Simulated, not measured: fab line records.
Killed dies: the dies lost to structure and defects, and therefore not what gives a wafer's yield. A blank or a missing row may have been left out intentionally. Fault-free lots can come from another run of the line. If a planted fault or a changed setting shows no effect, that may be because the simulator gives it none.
Struck lot and sound lot, side by side :: flow sky130 :: 15 steps out of a route of 708
Sound: wafers L710.3, L710.4, L710.6. The struck wafers were L728.3, L728.5, L728.6. Last of all comes the cause.
Each step with rows lists, per side, the tool, then ch with its chambers, then its first start. Under that, the readings that differ: sound wafers :: struck wafers :: difference of the means :: sigmas: that difference in standard deviations of wafers without a fault.
alike: readings whose means differ by less than 2 such deviations, and words and numbers that are the same on both sides. not compared: withheld readings, readings that some wafer has no value for, bounds like >300 that may hide the same value, and numbers for which the record gives no deviation and whose values overlap.
Wherever a step has rows on one side only, a row that says differs or no value, or a row with sigmas, the two part there. Numbers that don't overlap but have no deviation are shown without sigmas and don't part them. A reading that every wafer of one side lacks parts them only if that side has two wafers or more.

SKY_LDD_HVP_TW_MEAS_10:
  struck on filmMetro-04, day 28 08:41; sound on filmMetro-04, day 21 18:31
  alike: LDD_HVP_TW
then, 7 steps without rows for these wafers: SKY_LDD_LDN_DEHYDRATE_00 (time 60 s); SKY_LDD_LDN_HMDS_01 (prime time 60 s); SKY_LDD_LDN_COAT_02 (resist thk 1140 nm); SKY_LDD_LDN_SOFTBAKE_03 (time 60 s); SKY_LDD_LDN_EXPOSE_04 (exposes mask LDNTM, target cd 700 nm); SKY_LDD_LDN_PEB_05; SKY_LDD_LDN_DEVELOP_06 (develop time 60 s).
SKY_LDD_LDN_OVL_MEAS_07:
  struck on overlay-02, day 29 12:38; sound on overlay-01, day 23 00:22
  alike: LDD_LDN_OVL
then, 3 steps without rows for these wafers: SKY_LDD_LDN_IMPLANT_08; SKY_LDD_LDN_IMPLANT_09; SKY_LDD_LDN_IMPLANT_10.
SKY_LDD_LDN_IMPLANT_11:
  sound on implanter-03 ch 0, day 23 00:53; struck on implanter-01 ch 0, day 29 13:10
reading: beamEnergyKeV
sound: 15.001 14.999 14.999
struck: 19.077 19.094 19.093
difference: +4.088
sigmas: +99 or more

reading: model.implant.rpNm (nm)
sound: 12.41 12.41 12.41
struck: 15.21 15.21 15.21
difference: +2.80
sigmas: 

reading: model.implant.drpNm (nm)
sound: 5.933 5.933 5.933
struck: 6.983 6.983 6.983
difference: +1.050
sigmas: 
SKY_LDD_LDN_STRIP_12: strips in O2/N2.
  sound on plasmaAsher-02 ch 0,1, day 23 01:01; struck on plasmaAsher-04 ch 0,1, day 29 13:18
  alike: drypumpMotorCurrentA, o2FlowSccm, oesProductAu, stripTimeToEndpointS
  not compared: rfHoursCounterH
-- a jump in the record: the struck wafers' starts before and after are 21 days apart (it breaks off in module LDD_LDN and resumes in module PAD_OPEN, where the first step shown is number 708 of the route) --
SKY_PAD_OPEN_PROBE_99:
  struck on prober-02, day 50 12:25; sound on prober-02, day 46 06:11
reading: model.etest.tipSonos.rsOhmSq
sound: 2649 2686 2678
struck: 2478 2464 2518
difference: -184
sigmas: 
  alike: killed_at_M0_to_M3, killed_at_M4_up, killedAtContacts, killedAtFrontEnd, killedAtOther, killedDies, killedOpen, killedShort

== WHERE THEY PART ==
Within this record, at SKY_LDD_LDN_IMPLANT_11 only. Later steps at which nothing parts them and some readings are alike: SKY_LDD_LDN_STRIP_12, SKY_PAD_OPEN_PROBE_99.

WHY: what the simulator had put in
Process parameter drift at SKY_LDD_LDN_IMPLANT_11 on implanter-01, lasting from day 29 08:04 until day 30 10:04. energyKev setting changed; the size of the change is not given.
